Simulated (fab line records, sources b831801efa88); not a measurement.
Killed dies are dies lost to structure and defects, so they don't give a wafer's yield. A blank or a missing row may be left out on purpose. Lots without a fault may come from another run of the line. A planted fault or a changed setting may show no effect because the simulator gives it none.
Which tool did it? | flow sky130 | 12 lots, 36 wafers sampled, at 2 steps of a route of 708

WHAT THE GAUGES READ, wafer by wafer
SKY_POLY_GATE_THK_MEAS_04.
lot  | measured     | on            | POLY_GATE_CVD_03_THK (nm)
L790 | day 16 10:35 | film_metro-01 | 75.6 75.5 76.2
L792 | day 17 14:50 | film_metro-01 | 75.2 75.0 75.2
L794 | day 18 03:58 | film_metro-02 | 74.7 74.8 75.2
L793 | day 18 12:02 | film_metro-03 | 74.4 75.5 74.7
L802 | day 20 00:17 | film_metro-02 | 76.4 76.7 76.3
L800 | day 20 00:18 | film_metro-01 | 75.2 74.2 75.0
L803 | day 21 01:20 | film_metro-03 | 76.3 76.1 75.3
L805 | day 21 11:22 | film_metro-02 | 75.4 74.6 75.2
L806 | day 22 02:39 | film_metro-03 | 74.6 74.9 75.7
L810 | day 23 00:02 | film_metro-03 | 74.8 74.5 75.1
L811 | day 23 06:53 | film_metro-01 | 74.1 74.4 74.5
L812 | day 23 12:16 | film_metro-02 | 76.3 76.0 76.4

SKY_LDD_HVP_TW_MEAS_10.
lot  | measured     | on            | LDD_HVP_TW
L790 | day 23 03:41 | film_metro-04 | 463.0 459.9 463.3
L792 | day 24 06:41 | film_metro-01 | 456.2 456.3 455.5
L794 | day 24 13:56 | film_metro-01 | 459.5 458.0 456.5
L793 | day 25 00:11 | film_metro-04 | 459.9 460.2 461.9
L802 | day 26 09:44 | film_metro-02 | 458.2 454.9 454.5
L800 | day 26 08:37 | film_metro-04 | 458.5 454.9 455.1
L803 | day 27 10:11 | film_metro-02 | 453.8 455.1 455.2
L805 | day 27 17:54 | film_metro-04 | 460.1 458.8 458.7
L806 | day 28 07:58 | film_metro-04 | 461.4 463.4 459.3
L810 | day 29 04:14 | film_metro-04 | 460.3 461.0 460.4
L811 | day 29 08:32 | film_metro-04 | 460.0 457.9 458.9
L812 | day 29 14:56 | film_metro-02 | 454.3 454.1 455.6

WHICH TOOL RAN EACH LOT (tool, then ch and the chambers of the sampled wafers, then the start)
The record holds no process step before these readings.

WHAT THE TOOLS THEMSELVES READ (means of the sampled wafers that have a number; where no wafer has one, the mark that the record gives instead)
The record holds no such reading with a usual standard deviation.

THE ANSWER, worked out from the rows above alone
Rule: what is usual is taken from the lots themselves. Put in order of their means at a reading, lots are off if they are a third of the lots or fewer, leave a main group of 4 or more, and stand apart from it by a gap of 3 or more times the standard deviation of the main group's means; of several such gaps the widest counts. A main group whose means are all the same, to the digits that the tables above print for the reading, isn't used. A lot without any number at a reading at which 4 lots or more have one is off too. The other lots that the step has rows for count as sound. The gauges are gone through in route order, then the tools' own readings, and for those a lot's mean is taken as printed above. The first step at which some lot is off is used, and at that step the reading that is off furthest; a lot without a number counts as furthest.
No lot is off at any reading shown: from this, nothing can be told.

WHAT THE SIMULATOR HAD PUT IN
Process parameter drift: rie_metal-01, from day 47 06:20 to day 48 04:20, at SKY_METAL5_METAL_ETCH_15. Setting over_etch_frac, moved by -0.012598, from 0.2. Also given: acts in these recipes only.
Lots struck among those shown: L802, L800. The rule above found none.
